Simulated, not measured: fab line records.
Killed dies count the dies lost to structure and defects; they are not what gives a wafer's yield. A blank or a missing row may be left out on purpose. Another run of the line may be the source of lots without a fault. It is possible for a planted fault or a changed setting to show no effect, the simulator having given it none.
What tool caused it? ; flow gf180mcu ; 45 wafers from 15 lots sampled at 6 of the route's 602 steps

== WHAT THE GAUGES SHOWED, per wafer ==
GF_STI_THK_MEAS_24. Usual: for STI_CVD_23_THK the level is 647 nm and the standard deviation is 7.1.
lot;measured;on;STI_CVD_23_THK (nm);flag
L953;day 2 03:29;film metro-01;647 650 644;
L954;day 2 08:26;film metro-04;637 630 643;
L955;day 2 13:25;film metro-04;643 639 646;
L956;day 2 19:26;film metro-04;641 657 639;
L957;day 2 23:47;film metro-03;634 656 644;
L958;day 3 05:03;film metro-03;650 651 654;
L959;day 3 10:02;film metro-03;653 653 653;
L960;day 3 15:20;film metro-03;649 645 652;
L962;day 4 01:58;film metro-01;647 650 651;
L963;day 4 07:11;film metro-01;647 656 649;
L966;day 4 23:44;film metro-01;660 656 645;
L967;day 5 05:01;film metro-04;644 652 631;
L968;day 5 09:27;film metro-04;631 644 637;
L972;day 6 04:32;film metro-03;635 660 648;
L975;day 6 22:34;film metro-04;655 651 648;

GF_MVSD_OVL_MEAS_07. Usual: for MVSD_OVL the level is 0.7 nm and the standard deviation is 1.2.
lot;measured;on;MVSD_OVL (nm);flag
L953;day 4 10:13;overlay-01;-0.5 1.3 1.6;
L954;day 4 16:25;overlay-01;0.1 0.4 -0.8;
L955;day 4 21:25;overlay-02;-0.9 -1.4 -1.0;
L956;day 5 05:02;overlay-02;1.8 2.8 3.0;
L957;day 5 08:49;overlay-02;1.6 0.9 2.0;
L958;day 5 14:39;overlay-02;1.9 -0.7 1.0;
L959;day 5 20:53;overlay-02;0.3 -0.5 -1.4;
L960;day 6 01:04;overlay-02;1.2 -1.0 -0.8;
L962;day 6 13:22;overlay-02;0.9 0.0 -0.3;
L963;day 6 18:46;overlay-01;- - -;OFF
L966;day 7 19:22;overlay-02;- - -;OFF
L967;day 7 20:58;overlay-01;- - -;OFF
L968;day 8 01:23;overlay-02;1.5 2.9 2.6;
L972;day 8 23:20;overlay-02;-0.4 0.4 -0.2;
L975;day 9 19:14;overlay-02;0.8 1.7 1.5;

GF_MVSD_TW_MEAS_11. Usual: for MVSD_TW the level is 1582 and the standard deviation is 13.
lot;measured;on;MVSD_TW;flag
L953;day 4 10:40;film metro-04;1584 1586 1593;
L954;day 4 16:51;film metro-02;1568 1578 1574;
L955;day 4 21:50;film metro-04;1579 1588 1587;
L956;day 5 05:28;film metro-03;1582 1581 1570;
L957;day 5 09:14;film metro-04;1592 1597 1589;
L958;day 5 15:05;film metro-04;1609 1601 1605;
L959;day 5 21:19;film metro-02;1575 1578 1572;
L960;day 6 01:29;film metro-03;1587 1598 1588;
L962;day 6 13:49;film metro-02;1577 1577 1579;
L963;day 6 19:11;film metro-04;1527 1527 1528;OFF
L966;day 7 19:47;film metro-02;1485 1486 1486;OFF
L967;day 7 21:26;film metro-03;1509 1512 1509;OFF
L968;day 8 01:49;film metro-03;1586 1588 1588;
L972;day 8 23:47;film metro-02;1584 1579 1571;
L975;day 9 19:40;film metro-04;1597 1589 1597;

GF_VT_IMPLANT_TW_MEAS_32. Usual: for VT_IMPLANT_3_TW the level is 268.2 and the standard deviation is 1.5.
lot;measured;on;VT_IMPLANT_3_TW;flag
L953;day 6 20:59;film metro-03;269.8 270.5 270.5;
L954;day 7 02:52;film metro-01;266.7 266.8 267.4;
L955;day 7 08:55;film metro-03;268.2 269.0 269.6;
L956;day 7 21:07;film metro-03;268.3 269.7 270.2;
L957;day 7 22:34;film metro-01;267.5 267.1 267.1;
L958;day 8 03:50;film metro-01;267.8 270.3 268.1;
L959;day 8 11:25;film metro-03;268.4 269.2 267.2;
L960;day 8 16:01;film metro-02;269.0 268.0 267.6;
L962;day 9 06:20;film metro-02;265.4 264.2 264.4;
L963;day 9 13:03;film metro-01;269.0 267.8 268.6;
L966;day 10 15:30;film metro-03;269.5 269.6 268.6;
L967;day 10 18:25;film metro-01;267.9 267.2 268.1;
L968;day 10 23:51;film metro-02;266.3 267.0 267.5;
L972;day 12 00:10;film metro-01;268.1 266.8 268.3;
L975;day 12 23:36;film metro-01;268.8 267.3 266.2;

== TOOL THAT RAN EACH LOT (tool first, then ch and the chambers of the sampled wafers, then the start) ==
lot;GF_LVPWELL_STRIP_10;GF_MVSD_DEVELOP_06
L953;plasma asher-03 ch 0,1, day 3 21:01;litho track-04 ch 0, day 4 10:00
L954;plasma asher-04 ch 0, day 4 02:31;litho track-02 ch 0, day 4 16:00
L955;plasma asher-02 ch 0, day 4 07:37;litho track-02 ch 0, day 4 21:00
L956;plasma asher-03 ch 0,1, day 4 14:55;litho track-03 ch 0, day 5 04:00
L957;plasma asher-04 ch 0,1, day 4 19:10;litho track-02 ch 0, day 5 08:00
L958;plasma asher-02 ch 0,1, day 5 00:29;litho track-03 ch 0, day 5 14:00
L959;plasma asher-03 ch 0,1, day 5 06:32;litho track-03 ch 0, day 5 20:00
L960;plasma asher-04 ch 0,1, day 5 11:28;litho track-02 ch 0, day 6 00:00
L962;plasma asher-03 ch 0,1, day 5 22:55;litho track-02 ch 0, day 6 13:00
L963;plasma asher-02 ch 0,1, day 6 03:40;litho track-02 ch 0, day 6 18:00
L966;plasma asher-04 ch 0,1, day 7 03:50;litho track-02 ch 0, day 7 19:00
L967;plasma asher-03 ch 0,1, day 7 05:31;litho track-02 ch 0, day 7 20:00
L968;plasma asher-03 ch 0,1, day 7 09:19;litho track-03 ch 0, day 8 01:00
L972;plasma asher-04 ch 0,1, day 8 07:08;litho track-03 ch 0, day 8 23:00
L975;plasma asher-04 ch 1, day 9 02:19;litho track-03 ch 0, day 9 19:00
- GF_LVPWELL_STRIP_10: strips in O2/N2.
- GF_MVSD_DEVELOP_06: develop time 60 s.

== WHAT THE TOOLS THEMSELVES READ (means of the sampled wafers that have a number; where no wafer has one, the mark that the record gives instead) ==
GF_LVPWELL_STRIP_10. Usual: drypump motor current A 5.6 A, standard deviation 0.42; heater power w 322 W, standard deviation 12; oes product au 0.722 a.u., standard deviation 0.0044; strip time to endpoint s 36.90 s, standard deviation 0.092.
lot;tool;drypump motor current A (A);heater power w (W);oes product au (a.u.);strip time to endpoint s (s);flag
L953;plasma asher-03;5.7;331;0.721;36.89;
L954;plasma asher-04;5.5;318;0.723;36.89;
L955;plasma asher-02;5.4;314;0.718;36.85;
L956;plasma asher-03;5.9;325;0.719;37.05;
L957;plasma asher-04;5.0;315;0.721;36.73;
L958;plasma asher-02;5.6;311;0.723;36.91;
L959;plasma asher-03;5.7;339;0.719;36.91;
L960;plasma asher-04;5.3;318;0.721;36.84;
L962;plasma asher-03;5.6;332;0.724;36.87;
L963;plasma asher-02;5.6;316;0.726;36.94;
L966;plasma asher-04;5.3;317;0.722;36.86;
L967;plasma asher-03;5.7;330;0.726;36.94;
L968;plasma asher-03;5.7;336;0.726;36.97;
L972;plasma asher-04;5.3;322;0.722;36.85;
L975;plasma asher-04;4.8;306;0.725;36.92;

GF_MVSD_DEVELOP_06. Usual: resist line temp C at 23.00 C, with a standard deviation of 0.12.
lot;tool;resist line temp C (C);flag
L953;litho track-04;22.88;
L954;litho track-02;22.97;
L955;litho track-02;23.03;
L956;litho track-03;22.82;
L957;litho track-02;22.73;
L958;litho track-03;23.08;
L959;litho track-03;23.02;
L960;litho track-02;23.00;
L962;litho track-02;23.08;
L963;litho track-02;23.08;
L966;litho track-02;22.93;
L967;litho track-02;23.10;
L968;litho track-03;22.93;
L972;litho track-03;22.97;
L975;litho track-03;22.91;

== THE ANSWER, worked out from the rows above alone ==
Rule: a lot is off if the mean of its wafers that have a number lies more than 3 standard deviations from the usual mean. Also off: a lot with no number at a reading for which 4 or more lots have one. Where the step has rows for the other lots, those lots are counted as sound. The gauges are gone through in route order, then the tools' own readings, and for those a lot's mean is taken as printed above. The first step at which some lot is off is used, and at that step the reading that is off furthest; a lot without a number counts as furthest.
Off: L963, L966, L967, at GF_MVSD_OVL_MEAS_07 (MVSD_OVL). Without a number there: L963, L966, L967.
A tool fits if, at a process step before that reading, it ran every lot that is off, and no sound lot after the first of them. Not tried: the gauges at GF_MVSD_OVL_MEAS_07; whatever is off there is also off at GF_MVSD_TW_MEAS_11, on other tools, and gauge error can't account for it. One fits: litho track-02 at GF_MVSD_DEVELOP_06. Its last sound lot is L962 (day 6 13:00), its first lot that is off L963 (day 6 18:00): a fault that began between those two fits.

== WHAT THE SIMULATOR HAD INSERTED ==
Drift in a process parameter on litho track-02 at GF_MVSD_DEVELOP_06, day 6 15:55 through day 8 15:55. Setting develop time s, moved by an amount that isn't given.
Shown lots that were struck: L963, L966, L967. Same finding as the rule above.
